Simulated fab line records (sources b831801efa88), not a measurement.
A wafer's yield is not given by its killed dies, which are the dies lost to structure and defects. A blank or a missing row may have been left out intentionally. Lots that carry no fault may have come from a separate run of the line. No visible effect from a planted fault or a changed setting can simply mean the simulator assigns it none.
Matching of chambers	flow sfqLine	3 sister chambers for SFQ_TRILAYER_I1_DEP_PECVD_045 on pecvd-04
The step deposits SiO2 from SiH4/N2O, time 111.11 s, target thk 500 nm. 6 wafers are shown with their chamber, then 6 later ones without.

WAFERS PAIRED WITH THEIR CHAMBERS
wafer	chamber	throttleValvePct (%)	susceptorTempC (C)
L229.6	2	25.7	149.85
L236.1	0	24.2	150.27
L236.4	0	24.0	149.87
L236.5	1	25.3	150.10
L240.5	2	25.7	149.93
L240.6	1	25.2	150.10

WAFERS WITH NO CHAMBER GIVEN
wafer	throttleValvePct (%)	susceptorTempC (C)
L246.1	24.3	150.05
L246.2	25.7	149.86
L246.3	25.8	150.20
L247.2	25.3	149.99
L247.4	24.4	150.31
L247.5	25.5	149.98

EACH ONE'S CHAMBER
wafer	from the rows above	in truth
L246.1	0	0
L246.2	2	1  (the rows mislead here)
L246.3	2	2
L247.2	1	1
L247.4	0	0
L247.5	can't be placed: 2 or 1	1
Placed correctly: 4 of 6. Unplaceable from these rows: 1, with the true chamber sitting among the candidates in 1. Number placed wrongly: 1.
How it was worked out, from the rows above alone: a wafer's distance from a chamber is the root of the sum, over the readings, of the square of ((its reading less the chamber's mean) divided by the reading's scatter). If the next closest chamber is less than 2 further off than the closest, the wafer can't be placed; otherwise it belongs to the closest. The mean given for a chamber averages the wafers shown for that chamber. The scatter is the square root of a quotient: the sum, over the shown wafers, of each reading's squared deviation from its chamber's mean, divided by wafers minus chambers.
